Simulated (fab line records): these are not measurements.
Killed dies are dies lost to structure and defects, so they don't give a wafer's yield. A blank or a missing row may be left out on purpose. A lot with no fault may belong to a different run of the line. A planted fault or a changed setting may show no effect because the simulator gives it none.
Matching of chambers / flow gf180mcu / GF_V5_CMP_26 on cmp-02: 4 sister chambers
The step polishes, stops on SiO2, t overpolish 15 s, target thk 0 nm. 4 wafers are shown with their chamber, then 7 later ones without.

## WAFERS PAIRED WITH THEIR CHAMBERS
wafer=L257.3; chamber=3; motorCurrentA (A)=11.1
wafer=L257.6; chamber=1; motorCurrentA (A)=10.0
wafer=L261.1; chamber=0; motorCurrentA (A)=13.6
wafer=L261.3; chamber=2; motorCurrentA (A)=9.5

## WAFERS WHOSE CHAMBER IS MISSING
wafer=L261.6; motorCurrentA (A)=9.9
wafer=L272.2; motorCurrentA (A)=10.3
wafer=L272.3; motorCurrentA (A)=12.9
wafer=L272.6; motorCurrentA (A)=10.1
wafer=L273.2; motorCurrentA (A)=10.7
wafer=L273.3; motorCurrentA (A)=13.5
wafer=L273.6; motorCurrentA (A)=10.6

## CHAMBER TAKEN BY EACH
wafer=L261.6; from the rows above=can't be placed: 1 or 2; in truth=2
wafer=L272.2; from the rows above=can't be placed: 1 or 3 or 2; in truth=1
wafer=L272.3; from the rows above=0; in truth=0
wafer=L272.6; from the rows above=can't be placed: 1 or 2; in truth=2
wafer=L273.2; from the rows above=can't be placed: 3 or 1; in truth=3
wafer=L273.3; from the rows above=0; in truth=0
wafer=L273.6; from the rows above=can't be placed: 3 or 1 or 2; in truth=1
Correctly placed: 2 of 7. Not placeable from these rows: 5 (in 5, the candidates include the true chamber). Placed wrongly: 0.
How it was worked out, from the rows above alone: a wafer's distance from a chamber is the root of the sum, over the readings, of the square of ((its reading less the chamber's mean) divided by the reading's scatter). The wafer belongs to the nearest chamber; if the next one is less than 2 further off, it can't be placed. A chamber's mean is the mean of its shown wafers. The scatter: root of mean squared gap, hidden wafer to nearest shown wafer, with one shown wafer a chamber.
